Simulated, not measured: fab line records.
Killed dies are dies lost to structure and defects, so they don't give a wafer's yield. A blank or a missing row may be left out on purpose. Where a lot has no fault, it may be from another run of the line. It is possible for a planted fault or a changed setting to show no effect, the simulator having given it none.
Which tool was responsible?    flow gf180mcu    7 lots with 21 wafers sampled at 4 steps, on a route of 602 steps

== WHAT THE GAUGES SHOWED, per wafer ==
GF_PASSIVATION_THK_MEAS_03.
lot   measured      on             PASSIVATION_CVD_02_THK (nm)
L138  day 28 11:43  film metro-01  695 706 704
L143  day 30 04:11  film metro-02  884 696 704
L150  day 32 00:44  film metro-03  700 705 711
L154  day 33 05:06  film metro-01  709 708 713
L156  day 33 11:44  film metro-03  693 689 714
L158  day 33 22:28  film metro-02  708 692 714
L160  day 34 16:59  film metro-03  705 701 717

== WHICH TOOL RAN EACH LOT (tool, then ch and the chambers of the sampled wafers, then the start) ==
lot   GF_V4_ETCH_17                                  GF_TOP_METAL_STRIP_17                 GF_PASSIVATION_CVD_02
L138  rie diel-01 ch 1,3, day 24 19:47 or earlier    plasma asher-01 ch 1, day 28 10:43    pecvd-02 ch 1,2, day 28 11:25
L143  rie diel-03 ch 1,2, day 26 16:38 or earlier    plasma asher-02 ch 0,1, day 30 03:13  pecvd-03 ch 0,2, day 30 03:53
L150  rie diel-04 ch 0,1,3, day 28 16:40 or earlier  plasma asher-03 ch 0,1, day 31 23:36  pecvd-02 ch 1,2, day 32 00:18
L154  rie diel-01 ch 0,2,3, day 30 04:10 or earlier  plasma asher-03 ch 0,1, day 33 04:09  pecvd-01 ch 1,2, day 33 04:47
L156  rie diel-01 ch 0,1,3, day 30 09:07 or earlier  plasma asher-03 ch 0,1, day 33 10:28  pecvd-02 ch 0,1,2, day 33 11:26
L158  rie diel-04 ch 0,2,3, day 31 00:31 or earlier  plasma asher-01 ch 0,1, day 33 21:25  pecvd-03 ch 0,1,2, day 33 22:11
L160  rie diel-01 ch 1,2,3, day 31 22:18 or earlier  plasma asher-01 ch 0,1, day 34 16:02  pecvd-02 ch 0,2, day 34 16:42
- GF_V4_ETCH_17: etches SiO2 in C4F8/O2/Ar, stops on TiN, target depth 630 nm.
- GF_TOP_METAL_STRIP_17: strips in O2/N2.
- GF_PASSIVATION_CVD_02: deposits Si3N4, target thk 700 nm, time 486.18 s.

== THE ANSWER, worked out from the rows above alone ==
Rule: what is usual is taken from the lots themselves. The widest of any qualifying gaps counts: lots, ordered by their means at a reading, are off when they make up no more than a third of the lots, leave a main group of 4 or more, and stand apart from it by 3 or more times the standard deviation of that group's means. A main group is skipped when, at the precision printed for the reading in the tables above, its means are all equal. A lot without any number at a reading at which 4 lots or more have one is off too. The other lots that the step has rows for count as sound.
Off: at GF_PASSIVATION_THK_MEAS_03 (PASSIVATION_CVD_02_THK), L143. The main group has a mean of 705 nm with a standard deviation of 3.7.
If a tool, at a process step before that reading, ran all the lots that are off and no sound lot after the first of them, it fits. Gauges at GF_PASSIVATION_THK_MEAS_03: tried the same way as those tools. Because GF_V4_ETCH_17 lacks a start for some lots, the hours and order of its lots are taken from GF_MIM_THK_MEAS_11. Undecided on this evidence; 2 tools fit (rie diel-03 at GF_V4_ETCH_17, plasma asher-02 at GF_TOP_METAL_STRIP_17).

== WHAT THE SIMULATOR HAD INSERTED ==
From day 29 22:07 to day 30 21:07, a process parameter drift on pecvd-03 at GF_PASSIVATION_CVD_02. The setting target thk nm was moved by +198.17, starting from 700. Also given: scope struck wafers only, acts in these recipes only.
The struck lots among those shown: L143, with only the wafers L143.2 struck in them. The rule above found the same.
